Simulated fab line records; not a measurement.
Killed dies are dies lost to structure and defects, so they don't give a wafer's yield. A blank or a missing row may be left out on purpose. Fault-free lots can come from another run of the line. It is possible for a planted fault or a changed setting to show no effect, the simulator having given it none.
Which tool is to blame? :: flow sfq-line :: 14 lots with 42 wafers sampled at 5 steps, on a route of 325 steps

WHAT THE GAUGES READ, wafer by wafer
SFQ_C5_OVL_MEAS_937. Usual: C5_OVL -5 nm, standard deviation 5.6.
lot: L480
measured: day 61 11:53
on: overlay-02
C5_OVL (nm): 0 -4 3
flag: 

lot: L481
measured: day 64 16:58
on: overlay-01
C5_OVL (nm): -9 -6 -5
flag: 

lot: L482
measured: day 65 00:10
on: overlay-01
C5_OVL (nm): 0 0 -4
flag: 

lot: L484
measured: day 65 06:10
on: overlay-01
C5_OVL (nm): -1 -5 -8
flag: 

lot: L489
measured: day 67 06:32
on: overlay-01
C5_OVL (nm): -13 -9 -11
flag: 

lot: L490
measured: day 67 12:57
on: overlay-01
C5_OVL (nm): 1 6 5
flag: 

lot: L494
measured: day 68 12:58
on: overlay-01
C5_OVL (nm): -1 -6 -12
flag: 

lot: L496
measured: day 70 04:01
on: overlay-01
C5_OVL (nm): -1 7 -3
flag: 

lot: L497
measured: day 70 23:13
on: overlay-02
C5_OVL (nm): -12 -9 -9
flag: 

lot: L499
measured: day 74 07:51
on: overlay-02
C5_OVL (nm): -8 1 -8
flag: 

lot: L500
measured: day 74 09:11
on: overlay-01
C5_OVL (nm): -4 0 -9
flag: 

lot: L501
measured: day 74 23:47
on: overlay-01
C5_OVL (nm): -4 -5 -11
flag: 

lot: L502
measured: day 75 08:11
on: overlay-01
C5_OVL (nm): -6 -4 -7
flag: 

lot: L503
measured: day 76 10:35
on: overlay-01
C5_OVL (nm): -15 -18 -12
flag: 

SFQ_I7_BOW_MEAS_946. Usual: I7_BOW 9 um, standard deviation 13.
lot: L480
measured: day 68 13:42
on: film-metro-01
I7_BOW (um): -2 -8 -8
flag: 

lot: L481
measured: day 68 16:34
on: film-metro-02
I7_BOW (um): 25 28 18
flag: 

lot: L482
measured: day 69 22:58
on: film-metro-03
I7_BOW (um): -6 -4 -19
flag: 

lot: L484
measured: day 73 07:53
on: film-metro-02
I7_BOW (um): 34 12 26
flag: 

lot: L489
measured: day 75 06:41
on: film-metro-02
I7_BOW (um): 10 9 7
flag: 

lot: L490
measured: day 75 09:42
on: film-metro-02
I7_BOW (um): 12 17 11
flag: 

lot: L494
measured: day 76 17:03
on: film-metro-03
I7_BOW (um): 22 17 3
flag: 

lot: L496
measured: day 77 06:32
on: film-metro-02
I7_BOW (um): -2 -4 -13
flag: 

lot: L497
measured: day 77 08:04
on: film-metro-03
I7_BOW (um): 3 -1 23
flag: 

lot: L499
measured: day 78 22:32
on: film-metro-01
I7_BOW (um): 27 32 18
flag: 

lot: L500
measured: day 79 02:36
on: film-metro-03
I7_BOW (um): 2 8 8
flag: 

lot: L501
measured: day 79 17:45
on: film-metro-02
I7_BOW (um): -22 -7 -5
flag: 

lot: L502
measured: day 79 20:44
on: film-metro-01
I7_BOW (um): 15 5 0
flag: 

lot: L503
measured: day 79 20:52
on: film-metro-02
I7_BOW (um): 12 12 7
flag: 

WHAT TOOL EACH LOT RAN ON (gives the tool, then ch and the chambers of the sampled wafers, and finally the start)
lot: L480
SFQ_TRILAYER_A5B_CMP_CMP_130: cmp-01 ch 0,1, day 55 13:25
SFQ_TRILAYER_A5B_METRO_MEASURE_131: film-metro-04, day 55 16:25
SFQ_TRILAYER_M7_STRIP_STRIP_181: rie-metal-04 ch 1, day 67 18:50

lot: L481
SFQ_TRILAYER_A5B_CMP_CMP_130: cmp-01 ch 0,3, day 55 22:55
SFQ_TRILAYER_A5B_METRO_MEASURE_131: film-metro-04, day 56 01:25
SFQ_TRILAYER_M7_STRIP_STRIP_181: rie-metal-03 ch 0,1, day 67 23:22

lot: L482
SFQ_TRILAYER_A5B_CMP_CMP_130: cmp-01 ch 0,1, day 56 01:55
SFQ_TRILAYER_A5B_METRO_MEASURE_131: film-metro-04, day 56 04:37
SFQ_TRILAYER_M7_STRIP_STRIP_181: rie-metal-03 ch 0,1, day 69 12:15

lot: L484
SFQ_TRILAYER_A5B_CMP_CMP_130: cmp-02 ch 1,2,3, day 56 05:31
SFQ_TRILAYER_A5B_METRO_MEASURE_131: film-metro-01, day 56 08:01
SFQ_TRILAYER_M7_STRIP_STRIP_181: rie-metal-01 ch 0,1, day 73 02:48

lot: L489
SFQ_TRILAYER_A5B_CMP_CMP_130: cmp-02 ch 0,2, day 61 17:34
SFQ_TRILAYER_A5B_METRO_MEASURE_131: film-metro-01, day 61 20:34
SFQ_TRILAYER_M7_STRIP_STRIP_181: rie-metal-03 ch 0,1, day 75 02:23

lot: L490
SFQ_TRILAYER_A5B_CMP_CMP_130: cmp-02 ch 2,3, day 61 21:04
SFQ_TRILAYER_A5B_METRO_MEASURE_131: film-metro-04, day 61 23:46
SFQ_TRILAYER_M7_STRIP_STRIP_181: rie-metal-04 ch 0,1, day 75 03:35

lot: L494
SFQ_TRILAYER_A5B_CMP_CMP_130: cmp-02 ch 0,1, day 63 20:34
SFQ_TRILAYER_A5B_METRO_MEASURE_131: film-metro-02, day 63 23:58
SFQ_TRILAYER_M7_STRIP_STRIP_181: rie-metal-01 ch 0,1, day 76 13:19

lot: L496
SFQ_TRILAYER_A5B_CMP_CMP_130: cmp-01 ch 2,3, day 64 17:56
SFQ_TRILAYER_A5B_METRO_MEASURE_131: film-metro-01, day 64 20:26
SFQ_TRILAYER_M7_STRIP_STRIP_181: rie-metal-03 ch 0,1, day 76 20:19

lot: L497
SFQ_TRILAYER_A5B_CMP_CMP_130: cmp-01 ch 0,1,2, day 64 20:26
SFQ_TRILAYER_A5B_METRO_MEASURE_131: film-metro-01, day 64 23:26
SFQ_TRILAYER_M7_STRIP_STRIP_181: rie-metal-04 ch 0,1, day 77 01:17

lot: L499
SFQ_TRILAYER_A5B_CMP_CMP_130: cmp-02 ch 1,2, day 70 01:43
SFQ_TRILAYER_A5B_METRO_MEASURE_131: film-metro-04, day 70 04:43
SFQ_TRILAYER_M7_STRIP_STRIP_181: rie-metal-04 ch 0,1, day 78 17:55

lot: L500
SFQ_TRILAYER_A5B_CMP_CMP_130: cmp-01 ch 0,2, day 70 11:22
SFQ_TRILAYER_A5B_METRO_MEASURE_131: film-metro-01, day 70 14:22
SFQ_TRILAYER_M7_STRIP_STRIP_181: rie-metal-01 ch 0,1, day 78 22:43

lot: L501
SFQ_TRILAYER_A5B_CMP_CMP_130: cmp-01 ch 1,2,3, day 70 20:16
SFQ_TRILAYER_A5B_METRO_MEASURE_131: film-metro-04, day 70 23:10
SFQ_TRILAYER_M7_STRIP_STRIP_181: rie-metal-04 ch 0,1, day 79 13:34

lot: L502
SFQ_TRILAYER_A5B_CMP_CMP_130: cmp-02 ch 1,2,3, day 71 06:11
SFQ_TRILAYER_A5B_METRO_MEASURE_131: film-metro-01, day 71 08:23
SFQ_TRILAYER_M7_STRIP_STRIP_181: rie-metal-03 ch 0,1, day 79 14:34

lot: L503
SFQ_TRILAYER_A5B_CMP_CMP_130: cmp-02 ch 2,3, day 71 12:50
SFQ_TRILAYER_A5B_METRO_MEASURE_131: film-metro-01, day 71 15:50
SFQ_TRILAYER_M7_STRIP_STRIP_181: rie-metal-01 ch 0,1, day 79 15:46
- SFQ_TRILAYER_A5B_CMP_CMP_130: polishes, stops on Nb, target thk 340.7 nm.
- SFQ_TRILAYER_A5B_METRO_MEASURE_131
- SFQ_TRILAYER_M7_STRIP_STRIP_181: strips in O2.

WHAT THE TOOLS THEMSELVES READ (means of the sampled wafers that have a number; where no wafer has one, the mark that the record gives instead)
SFQ_TRILAYER_A5B_CMP_CMP_130. Usual: edge-zone-pressure-frac 1.000, standard deviation 0.0055; head-pressure-psi 3.000 psi, standard deviation 0.0055; motor-current-A 9.5 A, standard deviation 0.85.
lot: L480
tool: cmp-01
edge-zone-pressure-frac: 0.996
head-pressure-psi (psi): 2.996
motor-current-A (A): 8.8
flag: 

lot: L481
tool: cmp-01
edge-zone-pressure-frac: 0.996
head-pressure-psi (psi): 2.999
motor-current-A (A): 10.1
flag: 

lot: L482
tool: cmp-01
edge-zone-pressure-frac: 0.997
head-pressure-psi (psi): 2.999
motor-current-A (A): 9.3
flag: 

lot: L484
tool: cmp-02
edge-zone-pressure-frac: 1.002
head-pressure-psi (psi): 2.997
motor-current-A (A): 9.3
flag: 

lot: L489
tool: cmp-02
edge-zone-pressure-frac: -
head-pressure-psi (psi): -
motor-current-A (A): -
flag: OFF

lot: L490
tool: cmp-02
edge-zone-pressure-frac: -
head-pressure-psi (psi): -
motor-current-A (A): -
flag: OFF

lot: L494
tool: cmp-02
edge-zone-pressure-frac: 0.996
head-pressure-psi (psi): 3.002
motor-current-A (A): 9.2
flag: 

lot: L496
tool: cmp-01
edge-zone-pressure-frac: 1.001
head-pressure-psi (psi): 2.997
motor-current-A (A): 10.3
flag: 

lot: L497
tool: cmp-01
edge-zone-pressure-frac: 1.001
head-pressure-psi (psi): 2.998
motor-current-A (A): 9.2
flag: 

lot: L499
tool: cmp-02
edge-zone-pressure-frac: 0.999
head-pressure-psi (psi): 2.996
motor-current-A (A): 9.6
flag: 

lot: L500
tool: cmp-01
edge-zone-pressure-frac: 0.999
head-pressure-psi (psi): 3.005
motor-current-A (A): 9.7
flag: 

lot: L501
tool: cmp-01
edge-zone-pressure-frac: 1.006
head-pressure-psi (psi): 2.999
motor-current-A (A): 9.8
flag: 

lot: L502
tool: cmp-02
edge-zone-pressure-frac: 0.995
head-pressure-psi (psi): 3.003
motor-current-A (A): 9.4
flag: 

lot: L503
tool: cmp-02
edge-zone-pressure-frac: 1.012
head-pressure-psi (psi): 2.999
motor-current-A (A): 9.0
flag: 

SFQ_TRILAYER_A5B_METRO_MEASURE_131. Usual: thk-nm reads 339 nm (standard deviation 7.6).
lot: L480
tool: film-metro-04
thk-nm (nm): 337
flag: 

lot: L481
tool: film-metro-04
thk-nm (nm): 348
flag: 

lot: L482
tool: film-metro-04
thk-nm (nm): 348
flag: 

lot: L484
tool: film-metro-01
thk-nm (nm): 341
flag: 

lot: L489
tool: film-metro-01
thk-nm (nm): 601
flag: OFF

lot: L490
tool: film-metro-04
thk-nm (nm): 613
flag: OFF

lot: L494
tool: film-metro-02
thk-nm (nm): 337
flag: 

lot: L496
tool: film-metro-01
thk-nm (nm): 331
flag: 

lot: L497
tool: film-metro-01
thk-nm (nm): 342
flag: 

lot: L499
tool: film-metro-04
thk-nm (nm): 336
flag: 

lot: L500
tool: film-metro-01
thk-nm (nm): 334
flag: 

lot: L501
tool: film-metro-04
thk-nm (nm): 339
flag: 

lot: L502
tool: film-metro-01
thk-nm (nm): 332
flag: 

lot: L503
tool: film-metro-01
thk-nm (nm): 327
flag: 

SFQ_TRILAYER_M7_STRIP_STRIP_181. Usual: drypump-motor-current-A 5.4 A, standard deviation 0.33; oes-product-au 0.998 a.u., standard deviation 0.015.
lot: L480
tool: rie-metal-04
drypump-motor-current-A (A): 5.2
oes-product-au (a.u.): 1.003
flag: 

lot: L481
tool: rie-metal-03
drypump-motor-current-A (A): 5.2
oes-product-au (a.u.): 1.022
flag: 

lot: L482
tool: rie-metal-03
drypump-motor-current-A (A): 5.2
oes-product-au (a.u.): 1.016
flag: 

lot: L484
tool: rie-metal-01
drypump-motor-current-A (A): 5.6
oes-product-au (a.u.): 0.986
flag: 

lot: L489
tool: rie-metal-03
drypump-motor-current-A (A): 5.2
oes-product-au (a.u.): 0.998
flag: 

lot: L490
tool: rie-metal-04
drypump-motor-current-A (A): 5.4
oes-product-au (a.u.): 1.001
flag: 

lot: L494
tool: rie-metal-01
drypump-motor-current-A (A): 5.6
oes-product-au (a.u.): 0.982
flag: 

lot: L496
tool: rie-metal-03
drypump-motor-current-A (A): 5.2
oes-product-au (a.u.): 1.005
flag: 

lot: L497
tool: rie-metal-04
drypump-motor-current-A (A): 5.4
oes-product-au (a.u.): 0.999
flag: 

lot: L499
tool: rie-metal-04
drypump-motor-current-A (A): 5.3
oes-product-au (a.u.): 1.009
flag: 

lot: L500
tool: rie-metal-01
drypump-motor-current-A (A): 5.5
oes-product-au (a.u.): 0.989
flag: 

lot: L501
tool: rie-metal-04
drypump-motor-current-A (A): 5.4
oes-product-au (a.u.): 1.003
flag: 

lot: L502
tool: rie-metal-03
drypump-motor-current-A (A): 5.5
oes-product-au (a.u.): 0.990
flag: 

lot: L503
tool: rie-metal-01
drypump-motor-current-A (A): 5.6
oes-product-au (a.u.): 0.991
flag: 

THE ANSWER, worked out from the rows above alone
Rule: lot off if the mean of its wafers having a number is beyond 3 standard deviations from the usual mean. Also off: a lot with no number at a reading for which 4 or more lots have one. Any other lot the step has rows for is counted as sound. Order of review: gauges by route order, followed by the tools' own readings, for which a lot's mean as printed above is used. At the first step where some lot is off, the reading lying furthest off is the one used; lots without a number count as furthest.
Off: L489, L490 (SFQ_TRILAYER_A5B_CMP_CMP_130, edge-zone-pressure-frac). Without a number there: L489, L490.
If a tool, at that step or one of the process steps before it, ran each lot that is off and ran no sound lot following the first of them, it fits. Not one of the candidates tried fits.

WHAT WAS PUT IN BY THE SIMULATOR
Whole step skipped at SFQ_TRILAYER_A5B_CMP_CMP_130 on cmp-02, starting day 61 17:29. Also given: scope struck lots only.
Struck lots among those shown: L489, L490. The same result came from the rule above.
